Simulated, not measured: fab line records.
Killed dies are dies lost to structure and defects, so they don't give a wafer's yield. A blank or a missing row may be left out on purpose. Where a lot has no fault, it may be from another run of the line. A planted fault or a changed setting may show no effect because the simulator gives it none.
A sampling plan put to the test	flow gf180mcu	one fab line, 13 faults that these records tell of, each judged on the records of the lots that it struck
What counts as the plan is the set of the line's own looks, namely the steps on the route at which a gauge or an inspection reads a wafer and does not change it. Where struck wafers have a number at a look and the file lists that look's usual mean and standard deviation on fault-free wafers, the look can be judged. Caught: 4 or more of those standard deviations (sigma) separate the usual mean from the mean of the struck wafers at a look after the fault's first step. On the tool: the identical test, applied to the tool's own readings at the steps of the fault. A different recipe on the struck wafers counts as caught too, as does a record blank only for those wafers.

THE FAULTS, as the simulator had put them in
1. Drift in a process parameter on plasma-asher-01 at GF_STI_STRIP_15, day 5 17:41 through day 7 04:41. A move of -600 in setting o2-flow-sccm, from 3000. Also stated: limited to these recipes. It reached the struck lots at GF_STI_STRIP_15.
2. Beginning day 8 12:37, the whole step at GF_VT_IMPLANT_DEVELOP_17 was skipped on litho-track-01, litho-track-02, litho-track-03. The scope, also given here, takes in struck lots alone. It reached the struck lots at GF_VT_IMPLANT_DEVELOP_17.
3. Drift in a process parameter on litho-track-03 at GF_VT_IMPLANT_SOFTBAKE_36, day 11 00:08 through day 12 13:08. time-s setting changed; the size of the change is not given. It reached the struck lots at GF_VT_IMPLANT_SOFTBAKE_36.
4. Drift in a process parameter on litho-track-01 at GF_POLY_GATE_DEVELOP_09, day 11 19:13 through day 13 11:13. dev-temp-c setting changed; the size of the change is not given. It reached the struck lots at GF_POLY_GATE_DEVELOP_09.
5. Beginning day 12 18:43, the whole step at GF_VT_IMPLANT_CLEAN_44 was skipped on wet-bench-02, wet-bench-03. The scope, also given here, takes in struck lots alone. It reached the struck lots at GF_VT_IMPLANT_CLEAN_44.
6. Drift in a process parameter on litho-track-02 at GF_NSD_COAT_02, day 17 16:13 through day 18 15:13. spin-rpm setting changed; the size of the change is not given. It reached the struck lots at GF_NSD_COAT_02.
7. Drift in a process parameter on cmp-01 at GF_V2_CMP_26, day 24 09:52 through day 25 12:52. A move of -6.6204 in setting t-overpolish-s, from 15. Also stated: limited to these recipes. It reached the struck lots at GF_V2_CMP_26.
8. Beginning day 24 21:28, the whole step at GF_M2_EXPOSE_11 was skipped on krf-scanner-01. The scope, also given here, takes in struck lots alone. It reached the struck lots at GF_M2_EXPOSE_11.
9. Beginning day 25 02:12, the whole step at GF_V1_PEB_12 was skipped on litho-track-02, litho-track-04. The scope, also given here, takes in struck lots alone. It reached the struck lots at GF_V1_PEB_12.
10. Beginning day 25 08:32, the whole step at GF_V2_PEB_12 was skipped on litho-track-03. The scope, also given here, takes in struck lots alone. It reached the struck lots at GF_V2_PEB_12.
11. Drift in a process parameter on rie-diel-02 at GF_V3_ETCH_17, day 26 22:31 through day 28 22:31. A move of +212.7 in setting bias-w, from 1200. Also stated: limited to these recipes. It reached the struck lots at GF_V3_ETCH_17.
12. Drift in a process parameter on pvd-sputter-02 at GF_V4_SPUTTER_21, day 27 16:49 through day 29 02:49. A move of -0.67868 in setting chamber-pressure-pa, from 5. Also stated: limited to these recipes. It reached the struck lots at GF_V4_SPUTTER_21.
13. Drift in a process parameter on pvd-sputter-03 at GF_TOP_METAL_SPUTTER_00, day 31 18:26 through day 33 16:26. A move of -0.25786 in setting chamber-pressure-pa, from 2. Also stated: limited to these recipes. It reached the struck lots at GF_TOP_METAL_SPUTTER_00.

WHAT THE PLAN SAW
fault	on the tool itself	first look that catches it	reading, sigma	median hours from its first step to that look	hours from the fault's start to the first struck lot there	judged looks passed uncaught
1	o2-flow-sccm -63 sigma	not the one look that can be judged after it	-	-	-	1
2	the tool's record is blank for the struck wafers	no look after it can be judged	-	-	-	0
3	heater-power-total-W +62 sigma	not the one look that can be judged after it	-	-	-	1
4	developer-temp-C -5.3 sigma	none of the 2 looks that can be judged after it	-	-	-	2
5	the tool's record is blank for the struck wafers	no look after it can be judged	-	-	-	0
6	spin-speed-rpm +14 sigma	not the one look that can be judged after it	-	-	-	1
7	overpolish-run-s -99 or beyond sigma	no look after it can be judged	-	-	-	0
8	no reading that can be judged	no look after it can be judged	-	-	-	0
9	the tool's record is blank for the struck wafers	no look after it can be judged	-	-	-	0
10	the tool's record is blank for the struck wafers	no look after it can be judged	-	-	-	0
11	bias-w +63 sigma	not the one look that can be judged after it	-	-	-	1
12	chamber-pressure-pa -72 sigma	no look after it can be judged	-	-	-	0
13	chamber-pressure-pa -58 sigma	no look after it can be judged	-	-	-	0
A dash: the fault isn't caught, or these records don't give the number.

Caught at a look: 0 of 13. Caught on the tool: 12 of 13. By one or the other: 12 of 13.
On the tool alone, faults 1, 2, 3, 4, 5, 6, 7, 9, 10, 11, 12, 13 were caught.
Caught by neither: fault 8.
